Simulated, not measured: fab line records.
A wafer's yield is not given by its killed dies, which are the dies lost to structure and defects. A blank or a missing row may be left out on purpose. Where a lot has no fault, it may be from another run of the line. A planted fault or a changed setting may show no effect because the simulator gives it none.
fab line records	flow sky130
[record] lots = 5	wafers = 23
route steps=708 shown CAPM@546 METAL3@568 VIA3@594 CAP2M@612 VIA4@639 METAL5@662 PAD_OPEN@696
start-h: start of the lot's first displayed wafer, in hours after the record's first day	wait-h: how many hours have passed since the lot's step before this one	" as in the row above	L1.1+2: a row that stands for several wafers	- value missing, or start not given	* or withheld: withheld	< > ~ a bound
route shown NAME@n: a module of which the file shows steps, and the number in the route of the first	usual: average and standard deviation across the fault-free wafers	same: alike in all rows	chamber/n: place in a boat	sites: readings site by site	_std_site: how widely they spread, as a standard deviation	_edge_site: outer sites' mean less inner sites'	radius-mm: for every site, how far away it sits from the centre of the wafer	mask NAME#n: copy n	behind: the tool/chamber that last shaped the wafer	hold: the reason the lot was held/the length of the hold in hours/how it ended	device: which transistor (n, p or np) failed to switch	end of line: tests of these same wafers at the route's end	a step with no rows: only its recipe	killed: at the first sort, the dies lost to defects and structure; wafer yield is something else	map: the dies of a wafer, with x for killed, . for not killed, _ for no die there
set.NAME: the setting that was run; set.NAME@STEP: the one run at that earlier step	model.NAME: the simulator's own value behind a step, which no gauge read
lots where settings were altered on purpose, with a table for each step and a row for each wafer
[[steps]]
[step SKY_CAPM_EXPOSE_09]
[recipe] mask-id = CAPM	na = 0.6	source-shape = conventional	sigma-outer = 0.6	polarization = unpolarized	target-cd-nm = 1000	dose-mj = 159
lot.wafer	tool	chamber	start-h	wait-h	mask	set.dose-mj
L074.1+2+3+4+6	iline-stepper-01	0	-	-	CAPM#0	159
L078.1+2+6	iline-stepper-01	0	-	-	CAPM#0	170.4
L078.4+5	"	0	"	"	CAPM#0	159
L081.2+3+6	iline-stepper-01	0	-	-	CAPM#0	159
L083.1+5+6	iline-stepper-01	0	-	-	CAPM#0	147.8
L083.2+4	"	0	"	"	CAPM#0	159
L085.1+3	iline-stepper-01	0	-	-	CAPM#0	166.6
L085.2+4+6	"	0	"	"	CAPM#0	159
[step SKY_CAPM_PEB_10]
[recipe] temp-c = withheld	time-s = *	resist = NOVOLAK
[step SKY_CAPM_DEVELOP_11]
[recipe] resist = NOVOLAK	developer = TMAH	develop-time-s = 60	dev-temp-c = 23
[step SKY_CAPM_METAL_ETCH_13]
[recipe] target-depth-nm = 220	stop-on = SiO2	chemistry = Cl2/BCl3	target = TiN	pressure-mtorr = 10	icp-w = 900	bias-w = 48.5	Cl2_flow_sccm = 60	bcl3-flow-sccm = 30	time-s = 62.9
lot.wafer	tool	chamber	start-h	wait-h	set.dose-mj@CAPM_EXPOSE_09	model.CAPM.cd-nm
L074.1	rie-metal-02	1	863.50	0.0	159	997.1
L074.2	"	1	"	"	159	997.2
L074.3	"	1	"	"	159	998.9
L074.4	"	1	"	"	159	996.3
L074.6	"	1	"	"	159	998.2
L078.1	rie-metal-01	0	910.90	0.0	170.4	981.3
L078.2	"	1	"	"	170.4	981.8
L078.4	"	0	"	"	159	1000
L078.5	"	0	"	"	159	1002
L078.6	"	1	"	"	170.4	983.4
L081.2+3	rie-metal-01	1	924.90	0.0	159	1005
L081.6	"	0	"	"	159	1004
L083.1+6	rie-metal-01	1	945.80	0.0	147.8	1024
L083.2	"	0	"	"	159	1002
L083.4	"	0	"	"	159	1000
L083.5	"	0	"	"	147.8	1021
L085.1	rie-metal-01	1	957.10	0.0	166.6	984.3
L085.2+4	"	0,1	"	"	159	998.5
L085.3	"	0	"	"	166.6	984.2
L085.6	"	1	"	"	159	997.8
[step SKY_METAL3_METAL_ETCH_18]
[recipe] target-depth-a = 8450	stop-on = SiO2	over-etch-frac = 0.3	time-s = 183.1	chemistry = Cl2/BCl3	resist-sidewall-deg = 88	pressure-mtorr = 10	icp-w = 900	bias-w = 48.5	Cl2_flow_sccm = 60	bcl3-flow-sccm = 30
lot.wafer	tool	chamber	start-h	wait-h	set.over-etch-frac	set.leave-above-ref-nm@VIA2_CMP_02	model.SiO2_of_VIA2_HDPCVD_00.thk-nm
L074.1	rie-metal-02	1	891.10	0.0	0.3	495	462.9
L074.2	"	0	"	"	0.3	495	-
L074.3	"	1	"	"	0.3	471.4	-
L074.4+6	"	0,1	"	"	0.249	471.4	441.2
L078.1	rie-metal-03	1	936.97	0.0	0.3435	495	464.4
L078.2	"	0	"	"	0.3435	474.6	443.6
L078.4	"	1	"	"	0.3	495	465.9
L078.5+6	"	1,0	"	"	0.3	474.6	-
L081.2	rie-metal-02	0	950.53	0.1	0.3	495	462.4
L081.3	"	0	"	"	0.3	495	464.2
L081.6	"	0	"	"	0.3	495	462.8
L083.1	rie-metal-03	0	971.33	0.0	0.3	495	-
L083.2	"	1	"	"	0.2565	466.5	-
L083.4	"	1	"	"	0.3	495	463
L083.5	"	1	"	"	0.3	466.5	437
L083.6	"	0	"	"	0.2565	466.5	437.5
L085.1	rie-metal-03	0	981.77	0.0	0.3	505.4	475.3
L085.2	"	1	"	"	0.3	505.4	476
L085.3	"	1	"	"	0.3	505.4	-
L085.4	"	0	"	"	0.3	495	464.7
L085.6	"	1	"	"	0.3	495	-
[step SKY_METAL3_STRIP_19]
[recipe] chemistry = O2/N2	power-w = 1400	pressure-mtorr = 1500	platen-temp-c = withheld	o2-flow-sccm = 3000	n2-flow-sccm = 300	overash-fraction = 0.5
[usual] strip-time-to-endpoint-s = 6.48/0.089
lot.wafer	tool	chamber	start-h	wait-h	set.over-etch-frac@METAL3_METAL_ETCH_18	strip-time-to-endpoint-s
L074.1	plasma-asher-01	0	891.28	0.1	0.3	6.39
L074.2	"	1	"	"	0.3	6.39
L074.3	"	1	"	"	0.3	6.36
L074.4	"	0	"	"	0.249	6.60
L074.6	"	1	"	"	0.249	6.66
L078.1	plasma-asher-03	1	937.21	0.2	0.3435	6.40
L078.2	"	0	"	"	0.3435	6.37
L078.4	"	1	"	"	0.3	6.58
L078.5	"	0	"	"	0.3	6.62
L078.6	"	1	"	"	0.3	6.57
L081.2	plasma-asher-01	1	950.83	0.2	0.3	6.38
L081.3	"	1	"	"	0.3	6.45
L081.6	"	0	"	"	0.3	6.46
L083.1	plasma-asher-02	1	971.51	0.1	0.3	6.54
L083.2	"	0	"	"	0.2565	6.73
L083.4	"	0	"	"	0.3	6.50
L083.5	"	1	"	"	0.3	6.53
L083.6	"	0	"	"	0.2565	6.72
L085.1	plasma-asher-02	1	981.95	0.1	0.3	6.47
L085.2	"	0	"	"	0.3	6.60
L085.3	"	1	"	"	0.3	6.62
L085.4	"	0	"	"	0.3	6.50
L085.6	"	0	"	"	0.3	6.63
[step SKY_VIA3_CVD_21]
[recipe] material = W	target-thk-nm = 390	time-s = 117.31	temp-c = 400	pressure-torr = 40
lot.wafer	tool	chamber	start-h	wait-h	set.pressure-torr	model.W_of_VIA3_CVD_21.thk-nm
L074.1	cvd-w-01	0	918.82	0.0	37.85	382.8
L074.2	"	1	"	"	37.85	377.7
L074.3	"	1	"	"	37.85	383.4
L074.4	"	0	"	"	37.85	379.8
L074.6	"	1	"	"	37.85	377.6
L078.1	cvd-w-02	1	964.33	0.0	36.22	369.8
L078.2	"	0	"	"	36.22	374
L078.4	"	0	"	"	36.22	376.2
L078.5	"	1	"	"	36.22	373.2
L078.6	"	0	"	"	36.22	375.3
L081.2	cvd-w-02	1	977.68	0.0	40	391
L081.3	"	0	"	"	40	395.3
L081.6	"	0	"	"	40	391.9
L083.1	cvd-w-02	1	997.43	0.0	40	391.1
L083.2	"	0	"	"	40	396.3
L083.4	"	1	"	"	40	392.1
L083.5+6	"	1,0	"	"	40	394
L085.1	cvd-w-02	0	1007.37	0.0	40	403.1
L085.2	"	1	"	"	40	387.9
L085.3+6	"	1,0	"	"	40	396.8
L085.4	"	0	"	"	40	401.2
[step SKY_CAP2M_EXPOSE_09]
[recipe] mask-id = CAP2M	na = 0.6	source-shape = conventional	sigma-outer = 0.6	polarization = unpolarized	target-cd-nm = 1000	dose-mj = 159
lot.wafer	tool	chamber	start-h	wait-h	mask	set.dose-mj
L074.1+3+4	iline-stepper-02	0	-	-	CAP2M#0	149.4
L074.2+6	"	0	"	"	CAP2M#0	159
L078.1+2+4+5+6	iline-stepper-01	0	-	-	CAP2M#0	159
L081.2+3+6	iline-stepper-01	0	-	-	CAP2M#0	159
L083.1+4+6	iline-stepper-01	0	-	-	CAP2M#0	159
L083.2+5	"	0	"	"	CAP2M#0	163.4
L085.1+2+3+4+6	iline-stepper-02	0	-	-	CAP2M#0	159
[step SKY_CAP2M_PEB_10]
[recipe] temp-c = withheld	time-s = *	resist = NOVOLAK
[step SKY_CAP2M_DEVELOP_11]
[recipe] resist = NOVOLAK	developer = TMAH	develop-time-s = 60	dev-temp-c = 23
[step SKY_CAP2M_METAL_ETCH_13]
[recipe] target-depth-nm = 220	stop-on = SiO2	chemistry = Cl2/BCl3	target = TiN	pressure-mtorr = 10	icp-w = 900	bias-w = 48.5	Cl2_flow_sccm = 60	bcl3-flow-sccm = 30	time-s = 62.9
lot.wafer	tool	chamber	start-h	wait-h	set.dose-mj@CAP2M_EXPOSE_09	model.CAP2M.cd-nm
L074.1	rie-metal-01	1	944.53	0.0	149.4	1018
L074.2	"	0	"	"	159	997.3
L074.3	"	1	"	"	149.4	1014
L074.4	"	0	"	"	149.4	1015
L074.6	"	1	"	"	159	998.6
L078.1+4	rie-metal-03	0,1	988.67	0.0	159	1001
L078.2+5	"	1,0	"	"	159	1000
L078.6	"	1	"	"	159	998
L081.2	rie-metal-03	0	1001.85	0.0	159	1005
L081.3	"	1	"	"	159	1001
L081.6	"	1	"	"	159	1002
L083.1	rie-metal-02	1	1021.88	0.0	159	1003
L083.2	"	1	"	"	163.4	996.6
L083.4	"	1	"	"	159	1002
L083.5	"	1	"	"	163.4	992.9
L083.6	"	1	"	"	159	999.1
L085.1	rie-metal-02	1	1030.88	0.0	159	997.3
L085.2	"	1	"	"	159	999
L085.3	"	1	"	"	159	997.9
L085.4	"	1	"	"	159	997.7
L085.6	"	1	"	"	159	1000
[step SKY_CAP2M_STRIP_14]
[recipe] chemistry = O2/N2	power-w = 1400	pressure-mtorr = 1500	platen-temp-c = withheld	o2-flow-sccm = 3000	n2-flow-sccm = 300	overash-fraction = 0.5
[usual] strip-time-to-endpoint-s = 12.64/0.043
lot.wafer	tool	chamber	start-h	wait-h	set.o2-flow-sccm	strip-time-to-endpoint-s
L074.1	plasma-asher-04	1	944.61	0.1	3000	12.54
L074.2	"	0	"	"	2615	12.64
L074.3	"	0	"	"	3000	12.55
L074.4	"	1	"	"	2615	12.70
L074.6	"	1	"	"	3000	12.53
L078.1	plasma-asher-01	0	988.75	0.1	3000	12.65
L078.2	"	1	"	"	2829	12.69
L078.4	"	1	"	"	2829	12.66
L078.5	"	1	"	"	3000	12.60
L078.6	"	0	"	"	2829	12.63
L081.2	plasma-asher-03	0	1001.93	0.1	3000	12.63
L081.3	"	1	"	"	3000	12.65
L081.6	"	1	"	"	3000	12.69
L083.1	plasma-asher-01	1	1022.04	0.1	2652	12.79
L083.2	"	0	"	"	3000	12.71
L083.4	"	0	"	"	2652	12.79
L083.5	"	1	"	"	3000	12.68
L083.6	"	0	"	"	3000	12.67
L085.1	plasma-asher-01	1	1031.04	0.1	3000	12.58
L085.2	"	0	"	"	3000	12.64
L085.3	"	0	"	"	2787	12.71
L085.4	"	1	"	"	2787	12.68
L085.6	"	0	"	"	3000	12.67
[step SKY_VIA4_HDPCVD_00]
[recipe] material = SiO2	target-thk-nm = 1750	sigma-open-frac = 0.3	time-s = 291.7	temp-c = 400	sih4-flow-sccm = 60	pressure-mtorr = 6
lot.wafer	tool	chamber	start-h	wait-h	set.time-s	model.SiO2_of_VIA4_HDPCVD_00.thk-nm
L074.1	hdpcvd-01	1	970.97	0.0	261.1	1521
L074.2	"	2	"	"	291.7	1734
L074.3+4	"	0,2	"	"	291.7	-
L074.6	"	0	"	"	261.1	1552
L078.1	hdpcvd-02	0	1014.76	0.0	291.7	-
L078.2	"	1	"	"	291.7	1775
L078.4+6	"	2,1	"	"	275.8	-
L078.5	"	0	"	"	275.8	1675
L081.2	hdpcvd-01	2	1027.06	0.0	291.7	1745
L081.3	"	1	"	"	291.7	1736
L081.6	"	0	"	"	291.7	1759
L083.1	hdpcvd-01	1	1046.15	0.0	262.1	1557
L083.2	"	0	"	"	291.7	1758
L083.4	"	1	"	"	262.1	1584
L083.5	"	2	"	"	262.1	1583
L083.6	"	0	"	"	291.7	1767
L085.1	hdpcvd-01	2	1054.64	0.0	308.2	1837
L085.2	"	1	"	"	291.7	1729
L085.3	"	0	"	"	308.2	1851
L085.4	"	2	"	"	291.7	1721
L085.6	"	0	"	"	291.7	1767
[step SKY_VIA4_THK_MEAS_01]
[recipe] reads = SiO2_of_VIA4_HDPCVD_00
[usual] VIA4_HDPCVD_THK = 1750/20
lot.wafer	tool	chamber	start-h	wait-h	set.time-s@VIA4_HDPCVD_00	VIA4_HDPCVD_THK[nm]
L074.1	film-metro-02	-	971.15	0.1	261.1	1521
L074.2	"	-	"	"	291.7	1732
L074.3	"	-	"	"	291.7	1736
L074.4	"	-	"	"	291.7	1712
L074.6	"	-	"	"	261.1	1552
L078.1	film-metro-02	-	1014.94	0.1	291.7	1799
L078.2	"	-	"	"	291.7	1774
L078.4	"	-	"	"	275.8	1662
L078.5	"	-	"	"	275.8	1676
L078.6	"	-	"	"	275.8	1656
L081.2	film-metro-02	-	1027.25	0.1	291.7	1746
L081.3	"	-	"	"	291.7	1736
L081.6	"	-	"	"	291.7	1759
L083.1	film-metro-02	-	1046.33	0.1	262.1	1558
L083.2	"	-	"	"	291.7	1757
L083.4	"	-	"	"	262.1	1585
L083.5	"	-	"	"	262.1	1583
L083.6	"	-	"	"	291.7	1767
L085.1	film-metro-02	-	1054.82	0.1	308.2	1837
L085.2	"	-	"	"	291.7	1728
L085.3	"	-	"	"	308.2	1851
L085.4	"	-	"	"	291.7	1721
L085.6	"	-	"	"	291.7	1767
[step SKY_VIA4_EXPOSE_08]
[recipe] mask-id = VIM4	na = 0.6	source-shape = conventional	sigma-outer = 0.6	polarization = unpolarized	target-cd-nm = 800	dose-mj = 132
lot.wafer	tool	chamber	start-h	wait-h	mask	set.dose-mj
L074.1+2+4	iline-stepper-02	0	-	-	VIM4#0	132
L074.3+6	"	0	"	"	VIM4#0	127.8
L078.1+4+5	iline-stepper-02	0	-	-	VIM4#0	139.3
L078.2+6	"	0	"	"	VIM4#0	132
L081.2+3+6	iline-stepper-02	0	-	-	VIM4#0	132
L083.1+2+5	iline-stepper-02	0	-	-	VIM4#0	141.7
L083.4+6	"	0	"	"	VIM4#0	132
L085.1+4+6	iline-stepper-01	0	-	-	VIM4#0	132
L085.2+3	"	0	"	"	VIM4#0	139.7
[step SKY_VIA4_PEB_09]
[recipe] temp-c = withheld	time-s = *	resist = NOVOLAK
[step SKY_VIA4_DEVELOP_10]
[recipe] resist = NOVOLAK	developer = TMAH	develop-time-s = 60	dev-temp-c = 23
[step SKY_VIA4_ETCH_12]
[recipe] target = SiO2	chemistry = C4F8/O2/Ar	stop-on = TiN	mask-material = NOVOLAK	source-w = 1500	bias-w = 1200	pressure-mtorr = 40	c4f8-flow-sccm = withheld	O2_flow_sccm = 6	Ar_flow_sccm = 300	time-s = withheld	target-depth-a = 5800
lot.wafer	tool	chamber	start-h	wait-h	set.dose-mj@VIA4_EXPOSE_08	model.VIA4.cd-nm
L074.1	rie-diel-02	2	994.83	0.0	132	797.4
L074.2	"	1	"	"	132	797
L074.3	"	3	"	"	127.8	788.4
L074.4	"	0	"	"	132	797.5
L074.6	"	3	"	"	127.8	788.3
L078.1	rie-diel-03	0	1037.53	0.0	139.3	813.6
L078.2	"	3	"	"	132	799.7
L078.4	"	1	"	"	139.3	814.9
L078.5	"	2	"	"	139.3	814.2
L078.6	"	1	"	"	132	797.5
L081.2	rie-diel-02	3	1050.12	0.0	132	799.3
L081.3	"	1	"	"	132	800.2
L081.6	"	0	"	"	132	802.3
L083.1	rie-diel-02	1	1068.12	0.0	141.7	819.2
L083.2	"	2	"	"	141.7	821.6
L083.4	"	3	"	"	132	799.8
L083.5	"	3	"	"	141.7	819.7
L083.6	"	0	"	"	132	800.1
L085.1	rie-diel-02	2	1076.47	0.0	132	798.2
L085.2	"	0	"	"	139.7	813
L085.3	"	3	"	"	139.7	814.7
L085.4	"	1	"	"	132	801.5
L085.6	"	0	"	"	132	799.2
[step SKY_METAL5_SPUTTER_01]
[recipe] material = TiN	target-thk-nm = 20	power-w = 6500	time-s = 16.7	chamber-pressure-pa = 0.4
lot.wafer	tool	chamber	start-h	wait-h	set.power-w	model.TiN_of_METAL5_SPUTTER_01.thk-nm
L074.1	pvd-sputter-04	-	996.21	0.0	6500	19.92
L074.2	"	-	"	"	6500	19.78
L074.3	"	-	"	"	6876	20.55
L074.4	"	-	"	"	6876	21.03
L074.6	"	-	"	"	6500	19.57
L078.1	pvd-sputter-03	-	1038.91	0.0	7222	22.56
L078.2	"	-	"	"	6500	20.29
L078.4	"	-	"	"	7222	22.47
L078.5	"	-	"	"	6500	20.18
L078.6	"	-	"	"	7222	22.4
L081.2	pvd-sputter-01	-	1051.55	0.0	6500	20.21
L081.3	"	-	"	"	6500	20.27
L081.6	"	-	"	"	6500	20.42
L083.1	pvd-sputter-01	-	1069.62	0.0	6500	20.3
L083.2	"	-	"	"	6500	20.65
L083.4	"	-	"	"	6500	20.54
L083.5	"	-	"	"	6500	20.47
L083.6	"	-	"	"	6500	20.34
L085.1	pvd-sputter-01	-	1077.85	0.0	6500	20.01
L085.2	"	-	"	"	6500	20.2
L085.3	"	-	"	"	6500	20.23
L085.4	"	-	"	"	6500	20.25
L085.6	"	-	"	"	6500	20.22
[step SKY_METAL5_EXPOSE_11]
[recipe] mask-id = MM5	na = 0.6	source-shape = conventional	sigma-outer = 0.6	polarization = unpolarized	target-cd-nm = 1600	dose-mj = 190
lot.wafer	tool	chamber	start-h	wait-h	mask	set.dose-mj
L074.1+4	iline-stepper-02	0	-	-	MM5#0	190
L074.2+3+6	"	0	"	"	MM5#0	203.5
L078.1+2+6	iline-stepper-01	0	-	-	MM5#0	190
L078.4+5	"	0	"	"	MM5#0	195.6
L081.2+3+6	iline-stepper-02	0	-	-	MM5#0	190
L083.1+2+4+5+6	iline-stepper-02	0	-	-	MM5#0	190
L085.1+4	iline-stepper-01	0	-	-	MM5#0	194.6
L085.2+3+6	"	0	"	"	MM5#0	190
[step SKY_METAL5_PEB_12]
[recipe] temp-c = withheld	time-s = *	resist = NOVOLAK
[step SKY_METAL5_DEVELOP_13]
[recipe] resist = NOVOLAK	developer = TMAH	develop-time-s = 60	dev-temp-c = 23
[step SKY_METAL5_DESCUM_14]
[recipe] chemistry = O2	source-power-w = 150	bias-power-w = 0	pressure-mtorr = 10	temp-c = 40	time-s = 11
lot.wafer	tool	chamber	start-h	wait-h	set.dose-mj@METAL5_EXPOSE_11	model.METAL5.cd-nm
L074.1	rie-metal-04	0	1019.97	0.1	190	1602
L074.2+3+6	"	1	"	"	203.5	1583
L074.4	"	0	"	"	190	1604
L078.1	rie-metal-04	1	1061.00	0.1	190	1602
L078.2	"	0	"	"	190	1600
L078.4	"	0	"	"	195.6	1591
L078.5	"	0	"	"	195.6	1592
L078.6	"	1	"	"	190	1601
L081.2+3+6	rie-metal-02	1	1073.53	0.1	190	1603
L083.1	rie-metal-04	1	1089.80	0.1	190	1603
L083.2+4+5	"	0,1,1	"	"	190	1601
L083.6	"	0	"	"	190	1602
L085.1	rie-metal-04	0	1098.02	0.1	194.6	1593
L085.2	"	1	"	"	190	1596
L085.3+6	"	0	"	"	190	1597
L085.4	"	1	"	"	194.6	1590
[step SKY_PAD_OPEN_COAT_02]
[recipe] spin-rpm = 2000	resist-thk-nm = 3000
lot.wafer	tool	chamber	start-h	wait-h	set.spin-rpm	model.coat_of_PAD_OPEN_COAT_02.thk-nm
L074.1+3	litho-track-01	0	1053.77	0.1	2000	2989
L074.2	"	0	"	"	2000	2998
L074.4	"	0	"	"	2000	3004
L074.6	"	0	"	"	2000	2994
L078.1	litho-track-02	0	1093.42	0.1	1889	3092
L078.2	"	0	"	"	2000	2994
L078.4	"	0	"	"	1889	3086
L078.5	"	0	"	"	1889	3083
L078.6	"	0	"	"	2000	2990
L081.2	litho-track-02	0	1104.84	0.1	2000	3004
L081.3	"	0	"	"	2000	2997
L081.6	"	0	"	"	2000	2994
L083.1+2	litho-track-01	0	1120.17	0.1	2112	2936
L083.4	"	0	"	"	2000	3012
L083.5	"	0	"	"	2000	3020
L083.6	"	0	"	"	2000	3014
L085.1	litho-track-01	0	1127.87	0.1	2120	2912
L085.2	"	0	"	"	2000	3005
L085.3	"	0	"	"	2120	2917
L085.4	"	0	"	"	2000	3002
L085.6	"	0	"	"	2120	2915
[[key]]
[split] step = SKY_CAPM_EXPOSE_09	setting = dose-mj	stated = 159	by = wafer
[response] step = SKY_CAPM_METAL_ETCH_13	reading = model.CAPM.cd-nm	change = -2.89	per = 1%	r = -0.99
[split] step = SKY_METAL3_METAL_ETCH_18	setting = over-etch-frac	stated = 0.3	by = wafer
[response] step = SKY_METAL3_STRIP_19	reading = strip-time-to-endpoint-s	change = *	per = 1%	r = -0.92
[split] step = SKY_VIA3_CVD_21	setting = pressure-torr	stated = 40	by = lot
[response] step = SKY_VIA3_CVD_21	reading = model.W_of_VIA3_CVD_21.thk-nm	change = +2.3	per = 1%	r = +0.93
[split] step = SKY_CAP2M_EXPOSE_09	setting = dose-mj	stated = 159	by = wafer
[response] step = SKY_CAP2M_METAL_ETCH_13	reading = model.CAP2M.cd-nm	change = -2.84	per = 1%	r = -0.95
[split] step = SKY_CAP2M_STRIP_14	setting = o2-flow-sccm	stated = 3000	by = wafer
[response] step = SKY_CAP2M_STRIP_14	reading = strip-time-to-endpoint-s	change = *	per = 1%	r = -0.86
[split] step = SKY_VIA4_HDPCVD_00	setting = time-s	stated = 291.7	by = wafer
[response] step = SKY_VIA4_HDPCVD_00	reading = model.SiO2_of_VIA4_HDPCVD_00.thk-nm	change = +18.6	per = 1%	r = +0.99
[response] step = SKY_VIA4_THK_MEAS_01	reading = VIA4_HDPCVD_THK	change = +18.8	per = 1%	r = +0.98
[split] step = SKY_VIA4_EXPOSE_08	setting = dose-mj	stated = 132	by = wafer
[response] step = SKY_VIA4_ETCH_12	reading = model.VIA4.cd-nm	change = +2.69	per = 1%	r = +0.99
[split] step = SKY_METAL5_SPUTTER_01	setting = power-w	stated = 6500	by = wafer
[response] step = SKY_METAL5_SPUTTER_01	reading = model.TiN_of_METAL5_SPUTTER_01.thk-nm	change = +0.197	per = 1%	r = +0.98
[split] step = SKY_METAL5_EXPOSE_11	setting = dose-mj	stated = 190	by = wafer
[response] step = SKY_METAL5_DESCUM_14	reading = model.METAL5.cd-nm	change = -2.82	per = 1%	r = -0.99
[split] step = SKY_PAD_OPEN_COAT_02	setting = spin-rpm	stated = 2000	by = wafer
[response] step = SKY_PAD_OPEN_COAT_02	reading = model.coat_of_PAD_OPEN_COAT_02.thk-nm	change = -15.3	per = 1%	r = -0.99
split outside-this-file step=SKY_VIA2_CMP_02 setting=leave-above-ref-nm
// split outside-this-file: this setting was split too, and the file shows its column; the key of that split is in another file
